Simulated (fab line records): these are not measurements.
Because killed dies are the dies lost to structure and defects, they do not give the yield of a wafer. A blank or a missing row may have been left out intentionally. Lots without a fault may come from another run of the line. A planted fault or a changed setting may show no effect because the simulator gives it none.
fab line records	flow gf180mcu
record: lots: 13	wafers: 38	lastDay: 34
route steps=602 shown NWELL@51 M3@415 V3@445
lots that met no fault: from a run of the same line without faults
startH: the number of hours between the record's first day and the start of the first shown wafer of the lot	waitH: how many hours have passed since the lot's step before this one	" repeats the value in the row above	L1.1+2: a single row standing in for several wafers	- either no value or no given start	* or withheld: withheld	< > ~ a bound
route shown NAME@n: a module of which the file shows steps, and the number in the route of the first	usual: average and standard deviation across the fault-free wafers	same: alike in all rows	chamber/n: place in a boat	sites: readings site by site	_std_site: standard deviation across them	_edge_site: mean of outer sites minus mean of inner sites	radiusMm: for every site, how far away it sits from the centre of the wafer	mask NAME#n: copy n	behind: tool/chamber where the wafer was last shaped	hold: reason for holding the lot/hours on hold/outcome of the hold	device: the transistor (n, p or np) that didn't switch	end of line: the tests these same wafers got at the end of their route	a step with no rows: only its recipe	killed: not the wafer's yield, but the dies lost to structure and defects at the first sort	map: a wafer's dies, x killed, . not, _ none there
set.NAME: the setting as run; set.NAME@STEP: as run at that earlier step	model.NAME: the simulator's own value behind a step, which no gauge read
route steps across a sampled set of lots; one table per step, one row per wafer
services: a tool's chamber out of use, with start hour (startH, from the record's first day; less than 0 if before it), hours out, and reason
== steps ==
step: GF_NWELL_IMPLANT_09
recipe: species: P	energyKev: 160	doseCm2: 4e+12	tiltDeg: 0
usual: beamEnergyKeV: 160.01/0.049	beamOnS: 10.02/0.21	faradayCurrentUA: 22.5/0.47
lot.wafer	tool	chamber	startH	waitH	beamEnergyKeV	beamOnS	faradayCurrentUA
L327.2	implanter-03	0	55.17	0.1	160.03	10.13	22.2
L327.3	"	0	"	"	160.02	10.01	22.6
L327.6	"	0	"	"	160.04	9.87	22.8
L328.1	implanter-03	0	61.03	0.1	159.94	10.06	22.4
L328.2	"	0	"	"	160.01	10.04	22.4
L328.3	"	0	"	"	159.98	9.92	22.7
L329.2	implanter-01	0	66.16	0.1	159.95	10.09	22.4
L329.3	"	0	"	"	160.00	9.89	22.9
L329.6	"	0	"	"	159.98	10.55	21.3
L331.1	implanter-03	0	76.69	0.1	159.99	10.05	22.4
L331.2	"	0	"	"	160.02	10.17	22.2
L331.5	"	0	"	"	159.94	10.38	21.7
L333.2	implanter-03	0	88.15	0.1	159.94	9.72	23.1
L333.4	"	0	"	"	160.01	10.24	22.1
L333.5	"	0	"	"	159.97	10.15	22.2
L334.1	implanter-03	0	96.21	0.1	159.95	10.23	22.1
L334.2	"	0	"	"	159.94	9.96	22.5
L334.6	"	0	"	"	159.90	9.93	22.7
L336.3	implanter-01	0	105.23	0.1	160.03	9.92	22.9
L336.4	"	0	"	"	159.98	10.10	22.4
L336.6	"	0	"	"	160.06	9.93	22.7
L337.2	implanter-01	0	111.25	0.1	159.98	9.79	23.1
L337.4	"	0	"	"	160.03	10.17	22.2
L337.6	"	0	"	"	160.02	9.66	23.2
L341.2	implanter-01	0	134.00	0.1	160.04	9.77	23.0
L341.4	"	0	"	"	160.01	10.10	22.4
L341.5	"	0	"	"	159.95	10.30	22.0
L342.1	implanter-01	0	138.44	0.1	160.03	10.16	22.2
L342.2	"	0	"	"	160.03	10.49	21.5
L342.5	"	0	"	"	160.06	10.14	22.1
L343.3	implanter-04	0	143.54	0.1	159.95	10.19	22.1
L343.5	"	0	"	"	159.98	9.96	22.6
L343.6	"	0	"	"	159.99	9.88	22.9
L347.2	implanter-03	0	163.96	0.1	159.99	11.18	20.2
L347.4	"	0	"	"	160.08	11.31	19.9
L347.5	"	0	"	"	159.98	10.88	20.8
L348.2	implanter-03	0	169.21	0.1	159.92	11.14	20.4
L348.5	"	0	"	"	159.95	10.90	20.7
step: GF_VT_IMPLANT_RS_MEAS_47
recipe: thkMeasGauge: four-point-probe
usual: NWELL_RS: 488.4/1
lot.wafer	tool	chamber	startH	waitH	NWELL_RS[ohm/sq]
L327.2	filmMetro-01	-	156.53	0.1	489.8
L327.3	"	-	"	"	489.4
L327.6	"	-	"	"	489.4
L328.1	filmMetro-01	-	163.92	0.1	489.1
L328.2	"	-	"	"	487.9
L328.3	"	-	"	"	489.0
L329.2	filmMetro-04	-	171.83	0.1	488.6
L329.3	"	-	"	"	488.0
L329.6	"	-	"	"	486.4
L331.1	filmMetro-01	-	182.91	0.1	488.3
L331.2	"	-	"	"	488.6
L331.5	"	-	"	"	488.7
L333.2	filmMetro-02	-	197.09	0.1	486.9
L333.4	"	-	"	"	487.2
L333.5	"	-	"	"	488.3
L334.1	filmMetro-02	-	206.86	0.1	487.7
L334.2	"	-	"	"	486.7
L334.6	"	-	"	"	489.6
L336.3	filmMetro-04	-	219.35	0.1	487.2
L336.4	"	-	"	"	487.7
L336.6	"	-	"	"	488.3
L337.2	filmMetro-04	-	225.64	0.1	487.4
L337.4	"	-	"	"	487.2
L337.6	"	-	"	"	488.8
L341.2	filmMetro-04	-	253.24	0.1	489.3
L341.4	"	-	"	"	486.7
L341.5	"	-	"	"	489.5
L342.1	filmMetro-02	-	259.82	0.1	487.1
L342.2	"	-	"	"	487.7
L342.5	"	-	"	"	487.7
L343.3	filmMetro-01	-	265.91	0.1	488.4
L343.5	"	-	"	"	489.3
L343.6	"	-	"	"	487.9
L347.2	filmMetro-04	-	290.34	0.1	481.7
L347.4	"	-	"	"	481.0
L347.5	"	-	"	"	480.5
L348.2	filmMetro-01	-	296.52	0.1	480.3
L348.5	"	-	"	"	481.0
step: GF_M3_THK_MEAS_06
recipe: thkMeasGauge: xrf	reads: AlCu_of_M3_SPUTTER_02
usual: M3_ALCU_THK: 448/6.3
lot.wafer	tool	chamber	startH	waitH	M3_ALCU_THK[nm]
L327.2	filmMetro-03	-	462.52	0.1	448
L327.3	"	-	"	"	444
L327.6	"	-	"	"	452
L328.1	filmMetro-04	-	469.83	0.1	451
L328.2	"	-	"	"	444
L328.3	"	-	"	"	446
L329.2	filmMetro-02	-	484.13	0.1	445
L329.3	"	-	"	"	460
L329.6	"	-	"	"	452
L331.1	filmMetro-04	-	499.79	0.1	440
L331.2	"	-	"	"	445
L331.5	"	-	"	"	448
L333.2	filmMetro-03	-	524.15	0.1	435
L333.4	"	-	"	"	447
L333.5	"	-	"	"	440
L334.1	filmMetro-02	-	527.54	0.1	462
L334.2	"	-	"	"	452
L334.6	"	-	"	"	446
L336.3	filmMetro-03	-	542.72	0.1	450
L336.4	"	-	"	"	444
L336.6	"	-	"	"	452
L337.2	filmMetro-03	-	554.67	0.1	447
L337.4	"	-	"	"	456
L337.6	"	-	"	"	442
L341.2	filmMetro-04	-	586.27	0.1	442
L341.4	"	-	"	"	445
L341.5	"	-	"	"	444
L342.1	filmMetro-04	-	593.63	0.1	440
L342.2	"	-	"	"	443
L342.5	"	-	"	"	442
L343.3	filmMetro-04	-	597.07	0.1	453
L343.5	"	-	"	"	446
L343.6	"	-	"	"	438
L347.2	filmMetro-03	-	634.07	0.1	455
L347.4	"	-	"	"	450
L347.5	"	-	"	"	453
L348.2	filmMetro-03	-	637.07	0.1	442
L348.5	"	-	"	"	447
step: GF_V3_ETCH_16
recipe: chemistry: N2/H2	targetDepthA: withheld	overetchA: withheld	timeS: withheld	target: BARC	ionEnergyEv: 200	sourceW: 500	biasW: 100	pressureMtorr: 30	n2FlowSccm: 100	h2FlowSccm: 200
usual: drypumpMotorCurrentA: 5.8/0.52	oesProductAu: 0.856/0.0053	throttleValvePct: 13.223/0.009
lot.wafer	tool	chamber	startH	waitH	drypumpMotorCurrentA	oesProductAu	throttleValvePct
L327.2	rieDiel-04	3	512.15	0.0	5.4	0.859	13.236
L327.3	"	2	"	"	5.8	0.859	13.218
L327.6	"	3	"	"	5.4	0.853	13.206
L328.1	rieDiel-04	3	518.24	0.0	5.5	0.846	13.221
L328.2	"	2	"	"	5.8	0.859	13.220
L328.3	"	1	"	"	6.5	0.864	13.220
L329.2	rieDiel-01	1	532.00	0.0	6.1	0.852	13.249
L329.3	"	0	"	"	5.8	0.859	13.227
L329.6	"	3	"	"	4.8	0.853	13.199
L331.1	rieDiel-01	0	547.00	0.0	5.8	0.854	13.221
L331.2	"	1	"	"	6.1	0.859	13.219
L331.5	"	3	"	"	4.9	0.857	13.216
L333.2	rieDiel-02	2	571.50	0.0	6.1	0.865	13.224
L333.4	"	2	"	"	6.1	0.848	13.220
L333.5	"	1	"	"	5.5	0.850	13.229
L334.1	rieDiel-02	1	573.34	0.0	5.5	0.864	13.230
L334.2	"	2	"	"	6.1	0.847	13.235
L334.6	"	1	"	"	5.5	0.853	13.229
L336.3	rieDiel-02	2	588.07	0.0	6.1	0.860	13.214
L336.4	"	1	"	"	5.6	0.850	13.227
L336.6	"	0	"	"	6.2	0.860	13.214
L337.2	rieDiel-04	3	598.75	0.0	5.4	0.856	13.230
L337.4	"	1	"	"	6.5	0.858	13.219
L337.6	"	1	"	"	6.5	0.863	13.232
L341.2	rieDiel-02	1	629.27	0.0	5.5	0.852	13.227
L341.4	"	1	"	"	5.5	0.860	13.240
L341.5	"	3	"	"	5.4	0.853	13.212
L342.1	rieDiel-02	2	635.34	0.0	6.1	0.853	13.223
L342.2	"	1	"	"	5.6	0.860	13.225
L342.5	"	3	"	"	5.4	0.863	13.230
L343.3	rieDiel-02	1	639.69	0.0	5.6	0.847	13.228
L343.5	"	3	"	"	5.4	0.863	13.222
L343.6	"	2	"	"	6.1	0.853	13.230
L347.2	rieDiel-01	2	675.02	0.0	5.8	0.845	13.213
L347.4	"	3	"	"	4.9	0.855	13.241
L347.5	"	2	"	"	5.8	0.857	13.211
L348.2	rieDiel-01	1	678.39	0.0	6.0	0.859	13.216
L348.5	"	1	"	"	6.0	0.855	13.223
step: GF_V3_STRIP_18
recipe: chemistry: O2/N2	powerW: 1400	pressureMtorr: 1500	platenTempC: 250	o2FlowSccm: 3000	n2FlowSccm: 300	overashFraction: 0.5
usual: drypumpMotorCurrentA: 5.36/0.3	heaterPowerW: 352/37	oesProductAu: 0.591/0.0048
lot.wafer	tool	chamber	startH	waitH	drypumpMotorCurrentA	heaterPowerW	oesProductAu	rfHoursCounterH
L327.2	plasmaAsher-02	0	512.28	-	5.09	427	0.593	81
L327.3	"	0	"	"	5.10	434	0.589	-
L327.6	"	0	"	"	5.10	430	0.595	-
L328.1	plasmaAsher-02	1	518.37	-	5.26	315	0.588	82
L328.2	"	0	"	"	5.10	431	0.588	82
L328.3	"	0	"	"	5.10	428	0.587	-
L329.2	plasmaAsher-02	0	532.13	-	5.11	447	0.593	83
L329.3	"	0	"	"	5.14	429	0.591	-
L329.6	"	0	"	"	5.11	439	0.589	-
L331.1	plasmaAsher-02	0	547.13	-	5.09	441	0.597	86
L331.2	"	1	"	"	5.27	315	0.598	86
L331.5	"	1	"	"	5.29	306	0.586	-
L333.2	plasmaAsher-04	0	571.63	-	5.61	367	0.595	50
L333.4	"	1	"	"	5.49	330	0.587	-
L333.5	"	0	"	"	5.62	384	0.592	-
L334.1	plasmaAsher-01	1	573.47	-	4.87	335	0.596	11
L334.2	"	0	"	"	5.61	356	0.593	11
L334.6	"	1	"	"	4.86	329	0.583	-
L336.3	plasmaAsher-01	1	588.23	-	4.87	319	0.597	-
L336.4	"	0	"	"	5.58	351	0.596	-
L336.6	"	0	"	"	5.61	361	0.597	-
L337.2	plasmaAsher-04	0	598.88	-	5.67	381	0.591	53
L337.4	"	0	"	"	5.65	373	0.591	-
L337.6	"	0	"	"	5.66	379	0.594	-
L341.2	plasmaAsher-04	0	629.40	-	5.65	387	0.591	57
L341.4	"	0	"	"	5.66	373	0.589	-
L341.5	"	1	"	"	5.50	331	0.591	-
L342.1	plasmaAsher-04	1	635.47	-	5.52	336	0.596	58
L342.2	"	0	"	"	5.66	374	0.591	58
L342.5	"	1	"	"	5.50	336	0.591	-
L343.3	plasmaAsher-01	0	639.85	-	5.61	352	0.592	-
L343.5	"	1	"	"	4.87	314	0.585	-
L343.6	"	0	"	"	5.60	349	0.587	-
L347.2	plasmaAsher-01	1	675.15	-	4.89	324	0.599	22
L347.4	"	1	"	"	4.86	328	0.588	-
L347.5	"	0	"	"	5.60	350	0.584	-
L348.2	plasmaAsher-04	0	678.52	-	5.61	369	0.586	62
L348.5	"	0	"	"	5.64	369	0.594	-
== services ==
tool	chamber	startH	hours	kind
implanter-03	-	41.13	4.2	pm
rieDiel-02	1	68.23	5.9	repair
rieDiel-02	0	126.94	6.3	repair
rieDiel-02	1	164.75	2.3	repair
implanter-01	-	166.10	5.1	pm
implanter-03	-	207.21	2.0	pm
implanter-01	-	224.93	3.6	pm
rieDiel-02	0	231.52	6.1	repair
rieDiel-02	1	252.71	6.0	repair
implanter-01	-	266.28	2.9	repair
implanter-01	-	300.27	1.9	repair
rieDiel-02	3	321.59	11.0	repair
implanter-03	-	332.23	4.8	repair
implanter-03	-	400.99	3.4	repair
implanter-03	-	416.39	7.5	repair
rieDiel-02	3	469.20	25.0	repair
rieDiel-02	0	517.97	3.3	repair
rieDiel-02	0	521.54	6.1	repair
implanter-03	-	530.13	4.3	pm
rieDiel-02	2	610.76	3.8	repair
implanter-03	-	655.41	2.9	repair
implanter-03	-	658.62	0.7	repair
rieDiel-02	1	666.27	4.6	repair
implanter-03	-	676.67	3.5	pm
== key ==
firstSign: step: GF_NWELL_IMPLANT_09	reading: beamOnS	direction: up	sigmas: 5.1	usual: 10.02	struck: 11.08
effect: step: GF_NWELL_IMPLANT_09	reading: faradayCurrentUA	direction: down	sigmas: 4.5	usual: 22.5	struck: 20.4
effect: step: GF_VT_IMPLANT_RS_MEAS_47	reading: NWELL_RS	direction: down	sigmas: 7.3	usual: 488.4	struck: 480.9
metAt GF_NWELL_IMPLANT_09
struckLots L347,L348
testerLeftOut L347,L348
notActingAt GF_M3_THK_MEAS_06,GF_V3_ETCH_16,GF_V3_STRIP_18
onsetBetween 96.21 163.96
fault: kind: processParameterDrift	tool: implanter-03	chamber: -	onsetH: 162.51	steps: GF_NWELL_IMPLANT_09	channel: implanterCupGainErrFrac	offset: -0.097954	shape: step	endH: 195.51
testerLeftOut: of these lots the tester's yield and bins aren't shown, on N5 and GAA mostly nor the transistor test; their killed dies are dies lost to structure and defects alone, not to doping, threshold or leakage, so they don't give the yield
